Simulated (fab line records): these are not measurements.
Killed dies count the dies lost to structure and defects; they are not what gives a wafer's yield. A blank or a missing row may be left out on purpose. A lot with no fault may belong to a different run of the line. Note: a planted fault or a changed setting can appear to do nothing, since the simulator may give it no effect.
2 desks, one fault :: flow gf180mcu :: what lay behind the numbers comes last; until then each desk has only its own

== TOOL OWNER'S DESK, implanter-01 ==
The tool's own readings at GF_HV_LDD_IMPLANT_36: means of the sampled wafers that have a number, for each lot that ran on this tool. Any lot whose mean is over 4 standard deviations away from the usual mean is out of limits and marked OUT; that distance is given in the brackets.
Columns: A = beam_energy_keV at GF_HV_LDD_IMPLANT_36, usual 59.997
lot: L255
first seen here: day 11 20:38
A: 60.002

lot: L257
first seen here: day 12 13:00
A: 59.992

lot: L258
first seen here: day 12 21:24
A: 53.494 (-99 or more) OUT

lot: L260
first seen here: day 13 19:29
A: 53.507 (-99 or more) OUT

lot: L261
first seen here: day 13 20:55
A: 53.491 (-99 or more) OUT

lot: L269
first seen here: day 16 16:51
A: 60.003

lot: L270
first seen here: day 17 02:07
A: 60.009

lot: L271
first seen here: day 17 06:44
A: 60.012

lot: L276
first seen here: day 18 23:34
A: 59.985
This desk's finding: out of limits on L258, L260, L261; first on L258, day 12 21:24 (beam_energy_keV at GF_HV_LDD_IMPLANT_36). In limits: L255, L257, L269, L270, L271, L276.

== THE METROLOGY DESK ==
What the gauges read, lot by lot, whatever tool the lot ran on: means of the sampled wafers that have a number. Any lot whose mean is over 4 standard deviations away from the usual mean is out of limits and marked OUT; that distance is given in the brackets.
Columns: A = VT_IMPLANT_2_TW at GF_VT_IMPLANT_TW_MEAS_21, usual 1214; B = HV_LDD_RS at GF_HV_LDD_RS_MEAS_53, usual 417.2 ohm/sq
lot: L254
first seen here: day 6 07:23
A: 1219
B: 418.0

lot: L255
first seen here: day 6 12:20
A: 1221
B: 417.0

lot: L256
first seen here: day 6 16:39
A: 1212
B: 418.5

lot: L257
first seen here: day 7 00:16
A: 1207
B: 417.8

lot: L258
first seen here: day 7 07:27
A: 1207
B: 411.0 (-6.6) OUT

lot: L260
first seen here: day 8 01:56
A: 1201
B: 411.7 (-5.8) OUT

lot: L261
first seen here: day 8 02:00
A: 1214
B: 411.1 (-6.5) OUT

lot: L267
first seen here: day 9 22:58
A: 1204
B: 415.9

lot: L269
first seen here: day 10 06:30
A: 1219
B: 417.6

lot: L270
first seen here: day 10 15:23
A: 1214
B: 419.0

lot: L271
first seen here: day 10 20:19
A: 1226
B: 417.7

lot: L272
first seen here: day 11 03:11
A: 1216
B: 417.4

lot: L275
first seen here: day 11 20:38
A: 1214
B: 416.6

lot: L276
first seen here: day 12 04:25
A: 1206
B: 415.8
This desk finds L258, L260, L261 out of limits, with the earliest case on L258 at day 13 18:48 (HV_LDD_RS at GF_HV_LDD_RS_MEAS_53). In limits: L254, L255, L256, L257, L267, L269, L270, L271, L272, L275, L276.

== TAKEN TOGETHER ==
An alarm could have come from the tool owner's desk at day 12 21:24, on L258, L260, L261.
L258, L260, L261 would have let the metrology desk raise an alarm at day 13 18:48.
GF_HV_LDD_IMPLANT_36 was run on implanter-01 by each of the lots named.

== WHAT HAD BEEN PUT IN BY THE SIMULATOR ==
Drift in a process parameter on implanter-01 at GF_HV_LDD_IMPLANT_36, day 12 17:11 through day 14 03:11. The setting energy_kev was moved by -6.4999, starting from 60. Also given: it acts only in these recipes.
Struck lots among those shown: L258, L260, L261.
Hours from the fault's start to each desk's first reading out of limits: the tool owner's desk, 4; the metrology desk, 26.
